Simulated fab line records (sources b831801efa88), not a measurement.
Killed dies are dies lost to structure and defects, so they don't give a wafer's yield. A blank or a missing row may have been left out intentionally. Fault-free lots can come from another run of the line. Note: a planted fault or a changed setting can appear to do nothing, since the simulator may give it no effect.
The tool behind it: which one? :: flow sky130 :: Sampling: 9 lots, 27 wafers, 5 of 708 route steps

== WHAT THE GAUGES SHOWED, per wafer ==
SKY_CAPM_RS_MEAS_03: the measuring method here is four-point-probe.
lot: L785
measured: day 37 18:29
on: film metro-04
CAPM_TIN_RS (ohm/sq): 6.89 6.84 6.87

lot: L786
measured: day 38 06:14
on: film metro-02
CAPM_TIN_RS (ohm/sq): 6.95 6.88 6.96

lot: L788
measured: day 38 17:55
on: film metro-01
CAPM_TIN_RS (ohm/sq): 6.72 6.82 6.70

lot: L789
measured: day 39 03:11
on: film metro-01
CAPM_TIN_RS (ohm/sq): 6.98 7.08 6.98

lot: L791
measured: day 39 16:34
on: film metro-01
CAPM_TIN_RS (ohm/sq): 6.86 6.88 6.87

lot: L792
measured: day 39 19:22
on: film metro-01
CAPM_TIN_RS (ohm/sq): 6.86 6.93 6.93

lot: L796
measured: day 41 10:00
on: film metro-02
CAPM_TIN_RS (ohm/sq): 6.92 6.90 6.87

lot: L799
measured: day 41 18:22
on: film metro-01
CAPM_TIN_RS (ohm/sq): 6.81 5.52 6.85

lot: L804
measured: day 43 02:20
on: film metro-02
CAPM_TIN_RS (ohm/sq): 6.86 6.81 6.89

== WHAT TOOL EACH LOT RAN ON (gives the tool, then ch and the chambers of the sampled wafers, and finally the start) ==
lot: L785
SKY_VIA1_SPUTTER_20: pvd sputter-03, day 35 09:14
SKY_METAL3_SPUTTER_01: pvd sputter-03, day 37 18:10
SKY_METAL3_SPUTTER_03: pvd sputter-03, day 37 18:14
SKY_CAPM_SPUTTER_02: pvd sputter-02, day 37 18:23

lot: L786
SKY_VIA1_SPUTTER_20: pvd sputter-02, day 35 20:29
SKY_METAL3_SPUTTER_01: pvd sputter-01, day 38 05:53
SKY_METAL3_SPUTTER_03: pvd sputter-01, day 38 05:58
SKY_CAPM_SPUTTER_02: pvd sputter-03, day 38 06:07

lot: L788
SKY_VIA1_SPUTTER_20: pvd sputter-03, day 36 07:07
SKY_METAL3_SPUTTER_01: pvd sputter-01, day 38 17:35
SKY_METAL3_SPUTTER_03: pvd sputter-01, day 38 17:38
SKY_CAPM_SPUTTER_02: pvd sputter-04, day 38 17:47

lot: L789
SKY_VIA1_SPUTTER_20: pvd sputter-02, day 36 18:45
SKY_METAL3_SPUTTER_01: pvd sputter-04, day 39 02:49
SKY_METAL3_SPUTTER_03: pvd sputter-04, day 39 02:53
SKY_CAPM_SPUTTER_02: pvd sputter-02, day 39 03:02

lot: L791
SKY_VIA1_SPUTTER_20: pvd sputter-02, day 37 06:56
SKY_METAL3_SPUTTER_01: pvd sputter-04, day 39 16:14
SKY_METAL3_SPUTTER_03: pvd sputter-04, day 39 16:18
SKY_CAPM_SPUTTER_02: pvd sputter-03, day 39 16:27

lot: L792
SKY_VIA1_SPUTTER_20: pvd sputter-02, day 37 09:08
SKY_METAL3_SPUTTER_01: pvd sputter-01, day 39 19:01
SKY_METAL3_SPUTTER_03: pvd sputter-01, day 39 19:05
SKY_CAPM_SPUTTER_02: pvd sputter-02, day 39 19:15

lot: L796
SKY_VIA1_SPUTTER_20: pvd sputter-04, day 39 03:10
SKY_METAL3_SPUTTER_01: pvd sputter-04, day 41 09:41
SKY_METAL3_SPUTTER_03: pvd sputter-04, day 41 09:44
SKY_CAPM_SPUTTER_02: pvd sputter-03, day 41 09:53

lot: L799
SKY_VIA1_SPUTTER_20: pvd sputter-03, day 39 11:32
SKY_METAL3_SPUTTER_01: pvd sputter-01, day 41 17:59
SKY_METAL3_SPUTTER_03: pvd sputter-01, day 41 18:04
SKY_CAPM_SPUTTER_02: pvd sputter-02, day 41 18:13

lot: L804
SKY_VIA1_SPUTTER_20: pvd sputter-02, day 40 21:16
SKY_METAL3_SPUTTER_01: pvd sputter-04, day 43 02:01
SKY_METAL3_SPUTTER_03: pvd sputter-04, day 43 02:05
SKY_CAPM_SPUTTER_02: pvd sputter-03, day 43 02:14
- SKY_VIA1_SPUTTER_20: material TiN, target thk 20 nm, time 80 s.
- SKY_METAL3_SPUTTER_01: material TiN, target thk 20 nm, time 16.7 s.
- SKY_METAL3_SPUTTER_03: material Ti, target thk 5 nm, time 3.3 s.
- SKY_CAPM_SPUTTER_02: material TiN, target thk 200 nm, time 166.7 s.

== THE ANSWER, worked out from the rows above alone ==
Rule: usual is defined by the lots themselves. Put in order of their means at a reading, lots are off if they are a third of the lots or fewer, leave a main group of 4 or more, and stand apart from it by a gap of 3 or more times the standard deviation of the main group's means; of several such gaps the widest counts. A main group whose means are all the same, to the digits that the tables above print for the reading, isn't used. A lot without any number at a reading at which 4 lots or more have one is off too. Any other lot the step has rows for is counted as sound.
Off: at SKY_CAPM_RS_MEAS_03 (CAPM_TIN_RS), L799. For the main group the mean is 6.89 ohm/sq and the standard deviation 0.071.
If a tool, at a process step before that reading, ran all the lots that are off and no sound lot after the first of them, it fits. Those tools and the gauges at SKY_CAPM_RS_MEAS_03 are tried in the same way. Can't be told from this: 4 tools fit, pvd sputter-03 at SKY_VIA1_SPUTTER_20, pvd sputter-01 at SKY_METAL3_SPUTTER_01 and SKY_METAL3_SPUTTER_03, pvd sputter-02 at SKY_CAPM_SPUTTER_02, film metro-01 at SKY_CAPM_RS_MEAS_03.

== WHAT WAS PUT IN BY THE SIMULATOR ==
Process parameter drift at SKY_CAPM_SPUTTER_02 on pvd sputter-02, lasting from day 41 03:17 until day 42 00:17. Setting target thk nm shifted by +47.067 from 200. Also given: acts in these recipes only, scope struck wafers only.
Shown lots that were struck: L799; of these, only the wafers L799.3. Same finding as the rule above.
